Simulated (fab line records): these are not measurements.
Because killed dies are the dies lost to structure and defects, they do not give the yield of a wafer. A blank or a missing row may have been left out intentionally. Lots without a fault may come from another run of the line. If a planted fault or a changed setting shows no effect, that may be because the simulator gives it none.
Chamber matching | flow sky130 | 4 sister chambers for SKY_FIELD_ISO_ETCH_17 on rieSi-01
The step etches Si in HBr/Cl2/O2, target depth 342 nm, time 97.7 s. 14 wafers are shown with their chamber, then 6 later ones without.

## WAFERS, EACH WITH ITS CHAMBER
wafer  | chamber | heBacksideLeakSccm (sccm) | oesProductAu (a.u.) | throttleValvePct (%)
L191.3 | 0       | 2.6                       | 1.012               | 25.639
L191.4 | 1       | 2.3                       | 1.014               | 25.632
L191.5 | 2       | 2.8                       | 0.994               | 25.659
L192.2 | 0       | 2.5                       | 1.009               | 25.650
L192.5 | 2       | 3.0                       | 1.006               | 25.638
L192.6 | 1       | 2.4                       | 1.005               | 25.639
L193.1 | 1       | 2.7                       | 1.008               | 25.654
L193.2 | 2       | 2.9                       | 1.004               | 25.641
L193.4 | 2       | 2.9                       | 1.005               | 25.644
L195.1 | 1       | 2.4                       | 1.006               | 25.653
L195.4 | 3       | 2.8                       | 1.006               | 25.648
L195.5 | 1       | 2.5                       | 0.998               | 25.664
L200.4 | 1       | 2.8                       | 1.010               | 25.644
L200.5 | 2       | 2.6                       | 1.003               | 25.639

SIGNATURES (averages over the wafers above)
reading            | chamber 0 | chamber 1 | chamber 2 | chamber 3 | scatter within a chamber
heBacksideLeakSccm | 2.550     | 2.517     | 2.840     | 2.800     | 0.169
oesProductAu       | 1.01050   | 1.00683   | 1.00240   | 1.00600   | 0.00492
throttleValvePct   | 25.64450  | 25.64767  | 25.64420  | 25.64800  | 0.0101
Rule: a wafer's distance from a chamber is the root of the sum, over the readings, of the square of ((its reading less the chamber's mean) divided by the reading's scatter). If the next closest chamber is less than 2 further off than the closest, the wafer can't be placed; otherwise it belongs to the closest. The scatter: the root of (the sum of the squares of (reading less its chamber's mean) over the shown wafers, divided by (wafers less chambers)).

## WAFERS WITHOUT THEIR CHAMBER
wafer  | heBacksideLeakSccm (sccm) | oesProductAu (a.u.) | throttleValvePct (%)
L200.6 | 2.8                       | 1.008               | 25.647
L204.1 | 2.6                       | 1.007               | 25.658
L204.2 | 2.4                       | 1.010               | 25.663
L204.3 | 2.7                       | 1.003               | 25.656
L205.3 | 2.5                       | 1.005               | 25.649
L205.6 | 2.6                       | 1.013               | 25.648

## CHAMBER TAKEN BY EACH
wafer  | from the rows above               | in truth
L200.6 | can't be placed: 3 or 2 or 0 or 1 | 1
L204.1 | can't be placed: 1 or 0 or 3 or 2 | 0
L204.2 | can't be placed: 1 or 0 or 3 or 2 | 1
L204.3 | can't be placed: 3 or 2 or 1 or 0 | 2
L205.3 | can't be placed: 1 or 0 or 3 or 2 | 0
L205.6 | can't be placed: 0 or 1 or 3 or 2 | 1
Correctly placed: 0 of 6. Unplaceable from these rows: 6, with the true chamber sitting among the candidates in 6. Placed wrongly: 0.
